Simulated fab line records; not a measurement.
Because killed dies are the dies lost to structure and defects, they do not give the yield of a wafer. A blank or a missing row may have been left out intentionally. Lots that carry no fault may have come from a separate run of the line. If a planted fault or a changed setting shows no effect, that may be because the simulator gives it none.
2 desks, one fault :: flow gf180mcu :: every desk sees just its own numbers, and what lay behind them comes last

TOOL OWNER'S DESK, litho-track-03
The tool's own readings at GF_M2_PEB_12 (peb time 90 s): means of the sampled wafers that have a number, for each lot that ran on this tool. Marked OUT: a lot whose mean sits more than 4 standard deviations from the usual mean, which makes it out of limits; the brackets give that distance.
Columns: A = heater-power-total-W at GF_M2_PEB_12, usual 85.69 W
lot: L901
first seen here: day 19 10:26
A: 85.71

lot: L906
first seen here: day 21 12:43
A: 85.61

lot: L914
first seen here: day 24 05:13
A: 85.66

lot: L915
first seen here: day 24 19:01
A: 85.72
Finding of this desk: none of the 4 lots has anything out of limits.

AT THE METROLOGY DESK
Means of the sampled wafers that have a number, per lot and without regard to the tool the lot ran on: this is what the gauges read. Marked OUT: a lot whose mean sits more than 4 standard deviations from the usual mean, which makes it out of limits; the brackets give that distance.
Columns: A = V1_W_THK at GF_V1_THK_MEAS_25, usual 357 nm; B = cd-nm at GF_M2_CD_MEAS_14, usual 279.8 nm; C = V2_CVD_02_THK at GF_V2_THK_MEAS_03, usual 851 nm
lot: L901
first seen here: day 18 09:52
A: 353
B: 279.9
C: 838

lot: L902
first seen here: day 18 15:47
A: 362
B: 279.0
C: 845

lot: L903
first seen here: day 19 11:18
A: 359
B: 278.4
C: 865

lot: L904
first seen here: day 19 18:38
A: 352
B: 278.8
C: 850

lot: L906
first seen here: day 20 12:17
A: 365
B: 279.7
C: 850

lot: L913
first seen here: day 23 00:31
A: 352
B: 278.3
C: 837

lot: L914
first seen here: day 23 06:44
A: 356
B: 273.5 (-4.8) OUT
C: 853

lot: L915
first seen here: day 23 20:53
A: 360
B: 274.0 (-4.4) OUT
C: 857

lot: L916
first seen here: day 23 23:00
A: 352
B: 281.6
C: 858

lot: L917
first seen here: day 24 04:54
A: 358
B: 278.2
C: 846

lot: L918
first seen here: day 24 14:16
A: 348
B: 282.1
C: 845

lot: L919
first seen here: day 24 23:13
A: 370
B: 279.3
C: 865

lot: L921
first seen here: day 25 13:25
A: 356
B: 279.5
C: 856
This desk's verdict: out of limits on L914, L915, starting with L914 at day 24 05:34 (cd-nm at GF_M2_CD_MEAS_14). L901, L902, L903, L904, L906, L913, L916, L917, L918, L919, L921: within limits.

PUT TOGETHER
L914, L915 would have let the metrology desk raise an alarm at day 24 05:34.
The tool owner's desk saw nothing out of limits.
On record at the tool owner's desk: L914, L915, within its limits.
On litho-track-03, each named lot ran GF_M2_PEB_12.

WHAT THE SIMULATOR PUT IN
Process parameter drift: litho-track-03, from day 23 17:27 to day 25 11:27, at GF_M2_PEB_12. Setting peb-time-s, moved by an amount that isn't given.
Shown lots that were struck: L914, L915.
Time in hours between the start of the fault and the first out-of-limits reading at each desk: metrology desk, 12.
